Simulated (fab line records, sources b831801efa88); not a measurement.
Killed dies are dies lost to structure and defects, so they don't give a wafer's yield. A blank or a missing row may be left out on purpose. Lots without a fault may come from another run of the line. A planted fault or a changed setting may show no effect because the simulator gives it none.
fab line records | flow sky130
record lots=13 wafers=38 last_day=50
route steps=708 shown FIELD_ISO@26 NWELL@81 VT_ADJUST_LVTN@107 CONTACT@433 PAD_OPEN@708
lots that met no fault: from a run of the same line without faults
start_h: hours from the record's first day to the start of the lot's first wafer shown | wait_h: hours since the lot's step before | " the same as in the row above | L1.1+2: a row that stands for several wafers | - no value, or no start given | * or withheld: withheld | < > ~ a bound
route shown NAME@n: a module of which the file shows steps, and the number in the route of the first | usual: mean/standard deviation of fault-free wafers | same: alike in all rows | chamber/n: place in a boat | sites: the reading at each site | _std_site: their standard deviation | _edge_site: outer sites' mean less inner sites' | radius_mm: how far each site lies from the wafer's centre | mask NAME#n: copy n | behind: the tool/chamber that last shaped the wafer | hold: why the lot was held/for how many hours/how that ended | device: the transistor (n, p or np) that didn't switch | end of line: the same wafers' tests at the end of the route | a step without rows: its recipe alone | killed: dies lost to structure and defects at the first sort, not the wafer's yield | map: a wafer's dies, x killed, . not, _ none there
set.NAME: the setting as run; set.NAME@STEP: as run at that earlier step | model.NAME: the simulator's own value behind a step, which no gauge read
steps of the route over a sample of lots; a table a step, a row a wafer
services: from which hour (start_h, from the record's first day; less than 0 if before it) a tool's chamber was out of use, for how many hours, and why
## steps
# step SKY_FIELD_ISO_THK_MEAS_25
# recipe reads=SiO2_of_FIELD_ISO_CVD_24
# usual FIELD_ISO_CVD_24_THK=596/7.7
# columns lot.wafer tool chamber start_h wait_h FIELD_ISO_CVD_24_THK[nm]
L911.1 film_metro-01 - 35.87 0.0 589
L911.4 " - " " 592
L911.6 " - " " 589
L912.1 film_metro-01 - 39.15 0.0 591
L912.2 " - " " 596
L912.6 " - " " 594
L913.1 film_metro-02 - 47.03 0.0 595
L913.5 " - " " 594
L913.6 " - " " 597
L914.1 film_metro-01 - 52.19 0.0 592
L914.3 " - " " 592
L914.6 " - " " 597
L915.1 film_metro-01 - 58.21 0.0 602
L915.4 " - " " 601
L915.6 " - " " 602
L917.2 film_metro-03 - 67.66 0.0 604
L917.3 " - " " 594
L917.6 " - " " 597
L919.3 film_metro-01 - 78.01 0.1 581
L919.5 " - " " 597
L919.6 " - " " 589
L923.3 film_metro-02 - 97.96 0.1 602
L923.4 " - " " 605
L925.1 film_metro-03 - 109.32 0.0 596
L925.5 " - " " 595
L925.6 " - " " 587
L926.1 film_metro-02 - 114.66 0.0 604
L926.3 " - " " 591
L926.4 " - " " 598
L927.1 film_metro-01 - 118.05 0.0 591
L927.5 " - " " 592
L927.6 " - " " 583
L930.2 film_metro-03 - 136.27 0.0 592
L930.4 " - " " 596
L930.6 " - " " 587
L933.2 film_metro-03 - 149.46 0.0 610
L933.3 " - " " 598
L933.5 " - " " 610
# step SKY_NWELL_RTA_28
# recipe temp_c=1050 time_s=30 idle_temp_c=650 ramp_up_c_per_s=150 ramp_down_c_per_s=90 ambient=N2
# usual anneal_temp_c_max=1056.9/1.2 lamp_power_pct=25.31/0.05 ramp_up_c_per_s=150.00/0.028 wafer_temp_C_max=1054.8/0.98
# columns lot.wafer tool chamber start_h wait_h anneal_temp_c_max lamp_power_pct ramp_up_c_per_s wafer_temp_C_max
L911.1 rtp_anneal-01 0 107.86 0.0 1057.7 25.36 149.98 1054.7
L911.4 " 0 " " 1056.5 25.30 149.98 1054.5
L911.6 " 0 " " 1057.0 25.28 149.99 1055.1
L912.1 rtp_anneal-02 0 111.37 0.0 1056.4 25.25 150.08 1054.4
L912.2 " 0 " " 1058.9 25.27 149.98 1054.0
L912.6 " 0 " " 1057.5 25.39 149.97 1053.4
L913.1 rtp_anneal-01 0 119.97 0.0 1058.0 25.34 149.97 1054.8
L913.5 " 0 " " 1055.6 25.36 150.02 1054.8
L913.6 " 0 " " 1057.2 25.35 150.01 1055.3
L914.1 rtp_anneal-02 0 127.14 0.0 1056.3 25.32 150.04 1055.1
L914.3 " 0 " " 1055.4 25.33 149.98 1055.1
L914.6 " 0 " " 1056.1 25.32 150.02 1055.2
L915.1 rtp_anneal-01 0 133.17 0.0 1057.9 25.30 149.97 1056.0
L915.4 " 0 " " 1055.8 25.24 150.06 1057.0
L915.6 " 0 " " 1058.4 25.29 150.01 1054.6
L917.2 rtp_anneal-01 0 142.94 0.0 1057.1 25.23 150.02 1054.2
L917.3 " 0 " " 1056.3 25.32 150.01 1054.8
L917.6 " 0 " " 1058.4 25.24 150.00 1054.8
L919.3 rtp_anneal-01 0 159.15 0.0 1058.0 25.37 149.98 1054.9
L919.5 " 0 " " 1059.6 25.38 150.01 1054.7
L919.6 " 0 " " 1056.9 25.22 149.97 1056.9
L923.3 rtp_anneal-01 0 177.40 0.0 1058.4 25.32 149.97 1055.2
L923.4 " 0 " " 1059.1 25.19 150.00 1054.2
L925.1 rtp_anneal-01 0 191.32 0.0 1056.6 25.30 150.04 1055.3
L925.5 " 0 " " 1055.2 25.22 150.03 1055.0
L925.6 " 0 " " 1057.5 25.30 150.02 1053.9
L926.1 rtp_anneal-01 0 196.71 0.0 1057.2 25.32 150.03 1056.7
L926.3 " 0 " " 1056.1 25.25 149.99 1056.7
L926.4 " 0 " " 1055.7 25.20 149.98 1054.5
L927.1 rtp_anneal-02 0 201.47 0.0 1056.0 25.36 150.03 1053.7
L927.5 " 0 " " 1057.3 25.36 149.99 1054.6
L927.6 " 0 " " 1055.0 25.23 150.00 1053.7
L930.2 rtp_anneal-01 0 221.78 0.0 1055.8 25.31 150.02 1054.6
L930.4 " 0 " " 1056.9 25.32 150.00 1054.4
L930.6 " 0 " " 1057.7 25.25 150.04 1054.4
L933.2 rtp_anneal-01 0 235.13 0.0 1056.6 25.30 150.04 1054.7
L933.3 " 0 " " 1056.6 25.34 150.03 1053.9
L933.5 " 0 " " 1055.4 25.33 149.97 1054.7
# step SKY_VT_ADJUST_LVTN_TW_MEAS_10
# usual VT_ADJUST_LVTN_TW=244.0/2
# columns lot.wafer tool chamber start_h wait_h VT_ADJUST_LVTN_TW
L911.1 film_metro-03 - 145.36 0.1 243.3
L911.4 " - " " 243.2
L911.6 " - " " 244.6
L912.1 film_metro-04 - 149.72 0.1 246.3
L912.2 " - " " 246.3
L912.6 " - " " 244.4
L913.1 film_metro-01 - 158.83 0.1 244.3
L913.5 " - " " 242.8
L913.6 " - " " 243.2
L914.1 film_metro-04 - 164.63 0.1 244.8
L914.3 " - " " 244.8
L914.6 " - " " 245.6
L915.1 film_metro-04 - 172.21 0.1 245.6
L915.4 " - " " 245.8
L915.6 " - " " 245.3
L917.2 film_metro-03 - 182.28 0.1 239.6
L917.3 " - " " 240.2
L917.6 " - " " 240.4
L919.3 film_metro-03 - 199.80 0.1 242.7
L919.5 " - " " 242.7
L919.6 " - " " 243.0
L923.3 film_metro-04 - 217.63 0.1 246.5
L923.4 " - " " 246.9
L925.1 film_metro-04 - 232.41 0.1 245.3
L925.5 " - " " 247.2
L925.6 " - " " 246.3
L926.1 film_metro-01 - 239.77 0.1 243.1
L926.3 " - " " 242.5
L926.4 " - " " 242.6
L927.1 film_metro-04 - 244.78 0.1 245.0
L927.5 " - " " 245.8
L927.6 " - " " 245.3
L930.2 film_metro-01 - 266.44 0.1 242.8
L930.4 " - " " 243.6
L930.6 " - " " 244.0
L933.2 film_metro-01 - 281.18 0.1 244.0
L933.3 " - " " 242.9
L933.5 " - " " 244.0
# step SKY_CONTACT_CMP_27
# recipe stop_on=SiO2 t_overpolish_s=15 down_force_psi=3.5 platen_rpm=60 target_thk_nm=0 pad_velocity_m_s=0.94248
# usual head_pressure_psi=3.500/0.0072 motor_current_A=10.9/1 overpolish_run_s=15.001/0.0096 slurry_filter_dp_kPa=13.49/0.15 time_to_endpoint_s=83/3.3
# columns lot.wafer tool chamber start_h wait_h head_pressure_psi motor_current_A overpolish_run_s slurry_filter_dp_kPa time_to_endpoint_s
L911.4 cmp-01 3 726.14 0.0 3.482 10.5 14.983 13.55 87
L911.1 " 2 " " 3.500 11.1 14.983 13.63 84
L911.6 " 0 " " 3.488 8.9 15.003 13.45 87
L912.1 cmp-01 0 732.16 0.1 3.508 9.0 15.023 13.55 84
L912.2 " 2 " " 3.493 10.9 15.011 13.41 83
L912.6 " 0 " " 3.509 9.4 14.990 13.55 82
L913.1 cmp-02 3 747.60 0.2 3.511 9.8 15.007 13.41 85
L913.5 " 0 " " 3.493 11.8 14.999 13.60 82
L913.6 " 1 " " 3.493 11.9 14.996 13.50 80
L914.1 cmp-02 1 753.03 0.1 3.505 11.4 15.003 13.13 75
L914.3 " 2 " " 3.501 12.3 14.997 13.58 76
L914.6 " 0 " " 3.499 11.1 14.996 13.70 79
L915.4 cmp-02 0 763.45 0.1 3.491 11.0 14.982 13.36 80
L915.1 " 1 " " 3.492 11.2 15.002 13.38 81
L915.6 " 0 " " 3.504 11.0 14.999 13.42 85
L917.2 cmp-01 1 778.59 0.0 3.504 10.1 15.001 13.51 87
L917.3 " 3 " " 3.492 10.5 15.011 13.49 83
L917.6 " 2 " " 3.505 11.1 15.014 13.33 84
L919.3 cmp-01 3 793.41 0.1 3.496 10.8 14.996 13.43 81
L919.5 " 1 " " 3.499 10.7 15.000 13.52 86
L919.6 " 2 " " 3.496 11.1 14.995 13.38 83
L923.4 cmp-02 1 815.00 0.0 3.494 11.5 0.036 13.57 125
L923.3 " 3 " " 3.492 10.1 15.004 13.56 85
L925.1 cmp-02 2 833.74 0.1 3.499 12.4 14.993 13.38 89
L925.6 " 1 " " 3.493 11.4 0.049 13.37 128
L925.5 " 2 " " 3.491 12.1 15.014 13.81 83
L926.3 cmp-02 0 846.12 0.0 3.498 11.6 14.990 13.39 80
L926.1 " 2 " " 3.490 13.1 15.006 13.54 81
L926.4 " 3 " " 3.496 9.4 0.037 13.58 127
L927.1 cmp-01 2 847.73 0.2 3.506 11.2 15.001 13.66 80
L927.6 " 3 " " 3.507 11.0 14.999 13.44 76
L927.5 " 0 " " 3.508 9.4 14.992 13.45 80
L930.2 cmp-01 2 878.29 0.0 3.500 11.1 14.994 13.58 80
L930.4 " 0 " " 3.495 9.1 15.002 13.70 81
L930.6 " 2 " " 3.497 11.5 14.992 13.81 82
L933.2 cmp-01 1 895.68 0.1 3.500 10.4 14.990 13.58 83
L933.3 " 2 " " 3.499 11.7 15.001 13.65 83
L933.5 " 1 " " 3.502 10.3 14.987 13.39 83
# step SKY_PAD_OPEN_PROBE_99
# usual killed_at_M0_to_M3=42/7.4 killed_at_M4_up=3.4/1.8 killed_at_contacts=25/5.4 killed_at_front_end=15/4.4 killed_at_other=0.2/0.52 killed_dies=86/9.3 killed_on_rim=17/3.9 killed_open=47/7.6 killed_short=39/6.5
# same gross_dies=492 killed_at_back_side=0
# columns lot.wafer tool chamber start_h wait_h killed_at_M0_to_M3 killed_at_M4_up killed_at_contacts killed_at_front_end killed_at_other killed_dies killed_on_rim killed_open killed_short
L912.1 prober-02 - 1076.16 0.1 43 2 20 14 0 79 14 49 30
L912.2 prober-02 - 1076.21 0.1 48 3 25 7 0 83 20 47 36
L912.6 prober-02 - 1076.41 0.2 38 6 28 12 1 85 19 44 41
L919.3 prober-01 - 1123.87 0.2 43 4 18 17 0 82 15 50 32
L919.5 prober-01 - 1123.97 0.2 48 2 13 14 1 78 15 42 36
L919.6 prober-01 - 1124.02 0.2 57 1 29 6 1 94 16 38 56
L923.3 prober-01 - 1140.50 0.2 53 2 26 14 0 95 21 51 44
L923.4 prober-01 - 1140.55 0.2 49 5 417 21 0 492 96 43 47
L925.1 prober-02 - 1152.18 0.1 38 4 19 17 0 78 14 41 37
L925.5 prober-02 - 1152.38 0.2 31 4 30 17 0 82 18 46 36
L925.6 prober-02 - 1152.43 0.2 32 2 440 18 0 492 96 39 34
L926.1 prober-01 - 1160.47 0.1 45 3 26 16 0 90 17 53 37
L926.3 prober-01 - 1160.57 0.2 46 5 18 14 0 83 17 41 42
L926.4 prober-01 - 1160.62 0.2 33 2 434 22 1 492 96 41 39
L927.1 prober-02 - 1160.84 0.1 41 3 26 13 0 83 18 53 30
L927.5 prober-02 - 1161.04 0.2 55 3 25 18 0 101 18 59 42
L927.6 prober-02 - 1161.09 0.2 37 7 22 8 1 75 19 37 38
L930.2 prober-02 - 1180.29 0.1 36 2 28 18 1 85 16 42 43
L930.4 prober-02 - 1180.39 0.2 37 4 24 7 0 72 16 42 30
L930.6 prober-02 - 1180.49 0.2 34 2 30 10 0 76 18 41 35
# killed by level:class
L912.1 VIA1:geometric_particle:open=13 VIA2:geometric_particle:open=7 CONTACT:geometric_particle:open=7 FIELD_ISO:geometric_particle:open=6 METAL2:geometric_particle:short=6 LI_CONTACT:geometric_particle:open=5 CONTACT:geometric_particle:short=4 VIA1:geometric_particle:short=4
L912.2 CONTACT:geometric_particle:open=11 VIA1:geometric_particle:open=9 LI_CONTACT:geometric_particle:open=8 METAL1:geometric_particle:short=8 VIA3:geometric_particle:open=7 METAL2:geometric_particle:short=6 VIA2:geometric_particle:open=6 FIELD_ISO:geometric_particle:open=5
L912.6 CONTACT:geometric_particle:open=14 METAL2:geometric_particle:short=10 VIA1:geometric_particle:open=7 CONTACT:geometric_particle:short=6 VIA3:geometric_particle:open=6 POLY_GATE:geometric_particle:open=5 POLY_GATE:geometric_particle:short=4 VIA1:geometric_particle:short=4
L919.3 VIA1:geometric_particle:open=11 VIA3:geometric_particle:open=11 POLY_GATE:geometric_particle:open=5 LOCAL_INTERCONNECT:geometric_particle:short=5 METAL1:geometric_particle:short=5 VIA2:geometric_particle:open=5 FIELD_ISO:geometric_particle:open=4 LI_CONTACT:geometric_particle:open=4
L919.5 METAL2:geometric_particle:short=9 VIA1:geometric_particle:open=7 VIA2:geometric_particle:open=7 POLY_GATE:geometric_particle:open=6 CONTACT:geometric_particle:open=5 VIA3:geometric_particle:open=5 LI_CONTACT:geometric_particle:open=4 METAL3:geometric_particle:short=4
L919.6 METAL1:geometric_particle:short=11 CONTACT:geometric_particle:open=11 VIA3:geometric_particle:open=8 METAL2:geometric_particle:short=8 LOCAL_INTERCONNECT:geometric_particle:short=6 VIA2:geometric_particle:open=6 CONTACT:geometric_particle:short=5 VIA1:geometric_particle:short=5
L923.3 VIA1:geometric_particle:open=13 VIA2:geometric_particle:open=11 CONTACT:geometric_particle:open=7 VIA3:geometric_particle:open=6 FIELD_ISO:geometric_particle:short=6 METAL1:geometric_particle:short=6 METAL2:geometric_particle:short=6 LOCAL_INTERCONNECT:geometric_particle:short=5
L923.4 CONTACT:area_cmp=402 METAL1:geometric_particle:short=9 VIA1:geometric_particle:open=9 FIELD_ISO:geometric_particle:short=8 VIA2:geometric_particle:open=8 METAL2:geometric_particle:short=6 VIA3:geometric_particle:open=6 FIELD_ISO:geometric_particle:open=5
L925.1 VIA3:geometric_particle:open=11 LI_CONTACT:geometric_particle:open=7 CONTACT:geometric_particle:open=5 VIA2:geometric_particle:open=5 FIELD_ISO:geometric_particle:open=4 POLY_GATE:geometric_particle:short=4 METAL1:geometric_particle:short=4 VIA1:geometric_particle:short=4
L925.5 LI_CONTACT:geometric_particle:open=10 CONTACT:geometric_particle:open=8 VIA1:geometric_particle:open=8 FIELD_ISO:geometric_particle:short=6 METAL1:geometric_particle:short=6 LOCAL_INTERCONNECT:geometric_particle:short=5 FIELD_ISO:geometric_particle:open=4 CONTACT:geometric_particle:short=4
L925.6 CONTACT:area_cmp=419 VIA1:geometric_particle:open=11 FIELD_ISO:geometric_particle:short=7 FIELD_ISO:geometric_particle:open=6 METAL1:geometric_particle:short=6 LI_CONTACT:geometric_particle:open=5 CONTACT:geometric_particle:short=4 LOCAL_INTERCONNECT:geometric_particle:short=4
L926.1 VIA1:geometric_particle:open=10 LI_CONTACT:geometric_particle:open=9 CONTACT:geometric_particle:open=9 METAL2:geometric_particle:short=8 VIA3:geometric_particle:open=8 VIA1:geometric_particle:short=5 CONTACT:geometric_particle:short=3 METAL1:geometric_particle:short=3
L926.3 METAL2:geometric_particle:short=8 CONTACT:geometric_particle:open=7 VIA3:geometric_particle:open=7 METAL3:geometric_particle:short=7 VIA1:geometric_particle:open=6 VIA2:geometric_particle:open=6 METAL4:geometric_particle:short=5 FIELD_ISO:geometric_particle:short=4
L926.4 CONTACT:area_cmp=412 CONTACT:geometric_particle:open=7 FIELD_ISO:geometric_particle:open=6 VIA1:geometric_particle:open=6 LOCAL_INTERCONNECT:geometric_particle:short=5 VIA3:geometric_particle:open=5 FIELD_ISO:geometric_particle:short=4 POLY_GATE:geometric_particle:short=4
L927.1 VIA2:geometric_particle:open=10 LI_CONTACT:geometric_particle:open=8 CONTACT:geometric_particle:open=7 VIA1:geometric_particle:open=7 POLY_GATE:geometric_particle:open=6 VIA3:geometric_particle:open=6 POLY_GATE:geometric_particle:short=4 METAL1:geometric_particle:short=4
L927.5 VIA1:geometric_particle:open=13 VIA2:geometric_particle:open=13 CONTACT:geometric_particle:open=8 FIELD_ISO:geometric_particle:open=7 CONTACT:geometric_particle:short=6 METAL1:geometric_particle:short=6 POLY_GATE:geometric_particle:open=5 LI_CONTACT:geometric_particle:short=5
L927.6 VIA1:geometric_particle:open=12 LOCAL_INTERCONNECT:geometric_particle:short=6 FIELD_ISO:geometric_particle:short=5 VIA3:geometric_particle:open=5 CONTACT:geometric_particle:open=5 METAL4:geometric_particle:short=5 METAL1:geometric_particle:short=5 LI_CONTACT:geometric_particle:open=4
L930.2 CONTACT:geometric_particle:open=11 VIA1:geometric_particle:open=9 METAL1:geometric_particle:short=7 FIELD_ISO:geometric_particle:short=6 LI_CONTACT:geometric_particle:open=6 CONTACT:geometric_particle:short=6 VIA3:geometric_particle:open=5 VIA1:geometric_particle:short=4
L930.4 VIA1:geometric_particle:open=13 LOCAL_INTERCONNECT:geometric_particle:short=7 CONTACT:geometric_particle:open=6 VIA3:geometric_particle:open=5 METAL2:geometric_particle:short=5 FIELD_ISO:geometric_particle:open=4 LI_CONTACT:geometric_particle:open=4 CONTACT:geometric_particle:short=3
L930.6 CONTACT:geometric_particle:open=10 VIA3:geometric_particle:open=8 LI_CONTACT:geometric_particle:open=6 CONTACT:geometric_particle:short=6 VIA1:geometric_particle:open=6 LOCAL_INTERCONNECT:geometric_particle:short=5 METAL2:geometric_particle:short=5 FIELD_ISO:geometric_particle:open=3
## services
# columns tool chamber start_h hours kind
cmp-02 - 124.07 4.6 pm
cmp-02 - 132.58 2.6 repair
cmp-01 - 145.18 14.8 pm
cmp-02 - 171.18 1.8 repair
cmp-02 - 187.50 0.4 repair
cmp-01 - 195.09 2.5 repair
cmp-01 - 197.79 2.3 repair
cmp-01 - 282.26 5.3 pm
cmp-01 - 302.85 1.4 repair
cmp-01 - 319.49 0.8 repair
cmp-01 - 401.74 0.6 repair
cmp-01 - 404.12 4.0 pm
cmp-01 - 407.51 3.1 repair
rtp_anneal-01 - 432.42 3.6 pm
cmp-01 - 459.72 0.4 repair
cmp-01 - 467.58 1.8 repair
cmp-01 - 472.22 2.6 repair
cmp-01 - 546.10 0.7 repair
cmp-01 - 573.26 1.8 repair
cmp-01 - 650.39 6.2 pm
cmp-01 - 656.59 4.2 pm
cmp-01 - 685.46 1.0 repair
cmp-01 - 711.86 0.5 repair
cmp-01 - 744.12 4.0 pm
## key
first_sign step=SKY_CONTACT_CMP_27 reading=overpolish_run_s direction=down sigmas=99+ usual=15.001 struck=0.040
effect step=SKY_CONTACT_CMP_27 reading=time_to_endpoint_s direction=up sigmas=13 usual=* struck=*
effect step=SKY_PAD_OPEN_PROBE_99 reading=killed_at_contacts direction=up sigmas=75 usual=25 struck=430
more_kills_born_at SKY_CONTACT_CMP_27@cmp-02=1233
met_at SKY_CONTACT_CMP_27
struck_lots L923,L925,L926
struck_wafers L923.4,L925.6,L926.4
later_rows_left_out L923.4,L925.6,L926.4
tester_left_out L923,L925,L926
not_acting_at SKY_FIELD_ISO_THK_MEAS_25,SKY_NWELL_RTA_28,SKY_VT_ADJUST_LVTN_TW_MEAS_10
onset_between 763.45 815.00
fault kind=process_parameter_drift tool=cmp-02 chamber=- onset_h=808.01 steps=SKY_CONTACT_CMP_27 channel=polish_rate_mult offset=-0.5 shape=step end_h=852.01 scope=struck_wafers_only
# tester_left_out: of these lots the tester's yield and bins aren't shown, on N5 and GAA mostly nor the transistor test; their killed dies are dies lost to structure and defects alone, not to doping, threshold or leakage, so they don't give the yield
# later_rows_left_out: the simulator's readings of these wafers behind a module that went badly wrong aren't trusted and aren't shown, but for the sort
